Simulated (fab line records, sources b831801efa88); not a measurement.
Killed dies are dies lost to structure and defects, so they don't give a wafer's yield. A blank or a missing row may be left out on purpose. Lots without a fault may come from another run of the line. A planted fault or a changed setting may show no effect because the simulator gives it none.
A struck lot beside a sound one | flow gf180mcu | 14 steps out of a route of 602
Sound: wafers L116.2, L116.3, L116.4. Struck: wafers L122.1, L122.2, L122.3. The cause comes at the end.
At each step with rows: each side's tool, then ch and its chambers, then its first start. Under that, the readings that differ: sound wafers | struck wafers | difference of the means | sigmas: that difference in standard deviations of wafers without a fault.
alike: readings whose means differ by less than 2 such deviations, and words and numbers that are the same on both sides. not compared: withheld readings, readings that some wafer has no value for, bounds like >300 that may hide the same value, and numbers for which the record gives no deviation and whose values overlap.
The two part at a step that has a row with sigmas, a row that says differs or no value, or rows on one side only. Numbers that don't overlap but have no deviation are shown without sigmas and don't part them. A reading that every wafer of one side lacks parts them only if that side has two wafers or more.

first, 1 step without rows for these wafers: GF_V5_CVD_00 (deposits SiO2, target thk 300 nm, time 48.29 s).
GF_V5_THK_MEAS_01:
  sound on film_metro-04, day 26 05:44; struck on film_metro-04, day 28 09:58
  alike: V5_CVD_00_THK
GF_V5_CVD_02: deposits SiO2 from TEOS, target thk 1450 nm, time 163.28 s.
  sound on pecvd-02 ch 1,2, day 26 05:47; struck on pecvd-02 ch 0,1,2, day 28 10:02
  alike: heater_power_w, susceptor_temp_C
GF_V5_THK_MEAS_03:
  sound on film_metro-03, day 26 05:54; struck on film_metro-02, day 28 10:08
  reading            | sound          | struck         | difference | sigmas
  V5_CVD_02_THK (nm) | 1379 1423 1414 | 1464 1440 1438 | +42        | +2
GF_V5_CMP_04: polishes SiO2.
  sound on cmp-02 ch 0,2,3, day 26 05:57; struck on cmp-01 ch 0,1,2, day 28 10:12
  alike: edge_zone_pressure_frac, motor_current_A, platen_rpm, retaining_ring_pressure_frac
GF_V5_BOW_MEAS_05:
  sound on film_metro-04, day 26 06:16; struck on film_metro-03, day 28 10:30
  alike: V5_BOW
then, 6 steps without rows for these wafers: GF_V5_DEHYDRATE_06 (time 60 s); GF_V5_HMDS_07 (prime time 60 s); GF_V5_COAT_08; GF_V5_COAT_09 (resist thk 1000 nm); GF_V5_SOFTBAKE_10 (time 60 s); GF_V5_EXPOSE_11 (exposes mask Via5, target cd 260 nm).
GF_V5_PEB_12: peb time 90 s.
  sound on litho_track-02 ch 0, day 27 02:37; struck on litho_track-02, day 29 05:59
  no value came back on the struck wafers for chill_plate_temp_C (C), exhaust_pa (Pa); on the sound wafers chill_plate_temp_C (C) reads 23.10 22.94 22.88
then, 1 step without rows for these wafers: GF_V5_DEVELOP_13 (develop time 60 s).

WHERE THEY PART
First at GF_V5_THK_MEAS_03; last, within this record, at GF_V5_PEB_12.

WHY: what the simulator had put in
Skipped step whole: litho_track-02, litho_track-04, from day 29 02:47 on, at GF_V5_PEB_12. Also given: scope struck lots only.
